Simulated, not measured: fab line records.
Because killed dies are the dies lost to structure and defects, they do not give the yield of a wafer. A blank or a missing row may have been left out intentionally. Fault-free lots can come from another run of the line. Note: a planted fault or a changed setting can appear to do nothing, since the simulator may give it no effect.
A lot that was struck, set against a sound lot + flow gf180mcu + 21 steps out of a route of 602
Sound: the wafers L608.1, L608.3, L608.6. Wafers L615.1, L615.6 were the ones struck. The cause is given at the end.
Order at every step that has rows: each side's tool, ch and its chambers, its first start. Under that, the readings that differ: sound wafers + struck wafers + difference of the means + sigmas: that difference in standard deviations of wafers without a fault.
alike: readings with means less than 2 such deviations apart, plus words and numbers identical on both sides. not compared: withheld readings, readings lacking a value on some wafer, bounds such as >300 that could conceal the same value, and numbers that have no deviation in the record and whose values overlap.
Wherever a step has rows on one side only, a row that says differs or no value, or a row with sigmas, the two part there. Numbers that don't overlap but have no deviation are shown without sigmas and don't part them. Lack of a reading on every wafer of one side parts them only where that side has two or more wafers.

GF_TOP_METAL_CD_MEAS_14: target cd 440 nm.
  sound on cd sem-01 at day 29 03:46; struck on cd sem-02 at day 31 04:37
| reading    | sound             | struck      | difference | sigmas |
|------------|-------------------|-------------|------------|--------|
| cd nm (nm) | 434.5 435.7 435.9 | 441.7 442.3 | +6.6       | +3     |
GF_TOP_METAL_OVL_MEAS_15:
  sound on overlay-02 at day 29 03:53; struck on overlay-02 at day 31 04:44
  alike: TOP_METAL_OVL
GF_TOP_METAL_METAL_ETCH_16: etches the open film in Cl2/BCl3, stops on SiO2, target depth 1197 nm, time 199.5 s.
  sound on rie metal-04 ch 0,1, day 29 03:56; struck on rie metal-01 ch 1, day 31 04:47
  alike: drypump motor current A, oes product au, throttle valve pct
  not compared: rf hours counter h
GF_TOP_METAL_STRIP_17: strips in O2/N2.
  sound on plasma asher-03 ch 0,1, day 29 04:07; struck on plasma asher-01 ch 1, day 31 04:58
| reading                     | sound       | struck  | difference | sigmas |
|-----------------------------|-------------|---------|------------|--------|
| drypump motor current A (A) | 5.0 5.7 5.1 | 6.2 6.2 | +0.9       | +2     |
  alike: heater power w, oes product au, strip time to endpoint s
  not compared: rf hours counter h
then, 2 steps without rows for these wafers: GF_TOP_METAL_STRIP_18 (strips in post etch residue remover, time 1200 s); GF_TOP_METAL_CLEAN_19 (cleans in DIW).
GF_PASSIVATION_CVD_00: deposits SiO2 from TEOS, target thk 1000 nm, time 111.95 s.
  sound on pecvd-01 ch 1,2, day 29 04:39; struck on pecvd-01 ch 1,2, day 31 05:32
  alike: heater power w, susceptor temp C
GF_PASSIVATION_THK_MEAS_01:
  sound on film metro-01 at day 29 04:44; struck on film metro-02 at day 31 05:37
  alike: PASSIVATION_CVD_00_THK
GF_PASSIVATION_CVD_02: deposits Si3N4, target thk 700 nm, time 486.18 s.
  sound on pecvd-03 ch 0,2, day 29 04:47; struck on pecvd-02 ch 2, day 31 05:40
  alike: heater power w, susceptor temp C
GF_PASSIVATION_THK_MEAS_03:
  sound on film metro-02 at day 29 05:05; struck on film metro-03 at day 31 06:06
  alike: PASSIVATION_CVD_02_THK
then, 2 steps without rows for these wafers: GF_PASSIVATION_DEHYDRATE_04 (time 60 s); GF_PASSIVATION_HMDS_05 (prime time 60 s).
GF_PASSIVATION_COAT_06: resist thk 4000 nm.
  sound on litho track-03 ch 0, day 29 14:01; struck on litho track-01 ch 0, day 31 14:56
| reading                                       | sound          | struck    | difference | sigmas |
|-----------------------------------------------|----------------|-----------|------------|--------|
| model.coat_of_PASSIVATION_COAT_06.thk nm (nm) | 3993 3996 4009 | 4612 4606 | +610       |        |
  alike: exhaust pa
then, 4 steps without rows for these wafers: GF_PASSIVATION_SOFTBAKE_07; GF_PASSIVATION_EXPOSE_08 (exposes mask Pad, target cd 40000 nm); GF_PASSIVATION_PEB_09; GF_PASSIVATION_DEVELOP_10 (develop time 60 s).
GF_PASSIVATION_ETCH_11: etches the open film in CF4/O2, stops on TiN, target depth 2040 nm, time 453.3 s.
  sound on rie diel-03 ch 1,3, day 30 00:04; struck on rie diel-02 ch 0,3, day 31 23:28
| reading                                       | sound          | struck    | difference | sigmas |
|-----------------------------------------------|----------------|-----------|------------|--------|
| drypump motor current A (A)                   | 5.4 5.1 5.1    | 5.9 5.9   | +0.7       | +2     |
| model.coat_of_PASSIVATION_COAT_06.thk nm (nm) | 2601 2653 2665 | 3228 3240 | +594       |        |
  alike: oes product au, throttle valve pct
  not compared: rf hours counter h
GF_PASSIVATION_STRIP_12: strips in O2/N2.
  sound on plasma asher-04 ch 0,1, day 30 00:20; struck on plasma asher-04 ch 0, day 31 23:44
| reading                      | sound             | struck      | difference | sigmas |
|------------------------------|-------------------|-------------|------------|--------|
| strip time to endpoint s (s) | 32.48 33.07 33.21 | 39.70 39.84 | +6.85      | +27    |
  alike: drypump motor current A, heater power w, oes product au
  not compared: rf hours counter h
then, 1 step without rows for these wafers: GF_PASSIVATION_ANNEAL_13 (time 1800 s).
GF_PASSIVATION_PROBE_99:
  rows exist in the record for the struck wafers here (prober-01, day 32 01:42), but not for the sound ones

## WHERE THEY PART
At GF_TOP_METAL_CD_MEAS_14 first; at GF_PASSIVATION_PROBE_99 last (within this record only).

WHY: whatever the simulator had introduced
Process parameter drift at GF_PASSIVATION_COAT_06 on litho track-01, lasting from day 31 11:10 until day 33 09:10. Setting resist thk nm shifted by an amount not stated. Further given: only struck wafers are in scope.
